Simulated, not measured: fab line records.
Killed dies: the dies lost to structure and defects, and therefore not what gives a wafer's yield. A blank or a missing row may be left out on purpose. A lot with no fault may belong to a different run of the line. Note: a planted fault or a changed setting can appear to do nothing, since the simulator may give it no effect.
A struck lot beside a sound one / flow gf180mcu / 14 out of 602 route steps
Sound: the wafers L899.2, L899.4, L899.5. Wafers L910.1, L910.3, L910.4 were the ones struck. The cause is given at the end.
For every step that has rows: the tool of each side, followed by ch and its chambers, followed by its first start. Under that, the readings that differ: sound wafers / struck wafers / difference of the means / sigmas: that difference in standard deviations of wafers without a fault.
alike: readings with means less than 2 such deviations apart, plus words and numbers identical on both sides. not compared: withheld readings, readings lacking a value on some wafer, bounds such as >300 that could conceal the same value, and numbers that have no deviation in the record and whose values overlap.
A row with sigmas, a row that says differs or no value, or rows on one side alone: a step with any of these is where the two part. When numbers do not overlap yet have no deviation, they are printed without sigmas and do not part them. Lack of a reading on every wafer of one side parts them only where that side has two or more wafers.

first, 8 steps without rows for these wafers: GF_V4_DEHYDRATE_06 (time 60 s); GF_V4_HMDS_07 (prime time 60 s); GF_V4_COAT_08; GF_V4_COAT_09 (resist thk 1000 nm); GF_V4_SOFTBAKE_10 (time 60 s); GF_V4_EXPOSE_11 (exposes mask Via4, target cd 260 nm); GF_V4_PEB_12 (peb time 90 s); GF_V4_DEVELOP_13 (develop time 60 s).
GF_V4_CD_MEAS_14: target cd 260 nm.
  sound on cd-sem-01, day 24 22:44; struck on cd-sem-01, day 28 22:56
  alike: cd-nm
GF_V4_OVL_MEAS_15:
  sound on overlay-02, day 24 22:51; struck on overlay-01, day 28 23:04
  alike: V4_OVL
GF_V4_ETCH_16: etches BARC in N2/H2.
  sound on rie-diel-01 ch 0,1,2, day 24 22:53; struck on rie-diel-04 ch 1,2, day 28 23:05
reading=drypump-motor-current-A (A); sound=5.3 5.4 5.4; struck=6.7 6.1 6.6; difference=+1.1; sigmas=+2
  alike: oes-product-au, throttle-valve-pct
GF_V4_ETCH_17: etches SiO2 in C4F8/O2/Ar, stops on TiN, target depth 630 nm.
  sound: rie-diel-01 ch 0,1,2; struck: rie-diel-04 ch 1,2
  alike: oes-product-au
GF_V4_STRIP_18: strips in O2/N2.
  sound on plasma-asher-03 ch 0,1, day 24 23:01; struck on plasma-asher-02 ch 0,1, day 28 23:13
  no value came back on the struck wafers for chamber-pressure-mTorr (mTorr), drypump-motor-current-A (A), heater-power-w (W), oes-product-au (a.u.); on the sound wafers chamber-pressure-mTorr (mTorr) reads 1500.4 1502.6 1500.1
  not compared: rf-hours-counter-h
then, 1 step without rows for these wafers: GF_V4_STRIP_19 (strips in post etch residue remover, time 1200 s).

## WHERE THEY PART
First at GF_V4_ETCH_16; last, within this record, at GF_V4_STRIP_18.

WHY: what had been put in by the simulator
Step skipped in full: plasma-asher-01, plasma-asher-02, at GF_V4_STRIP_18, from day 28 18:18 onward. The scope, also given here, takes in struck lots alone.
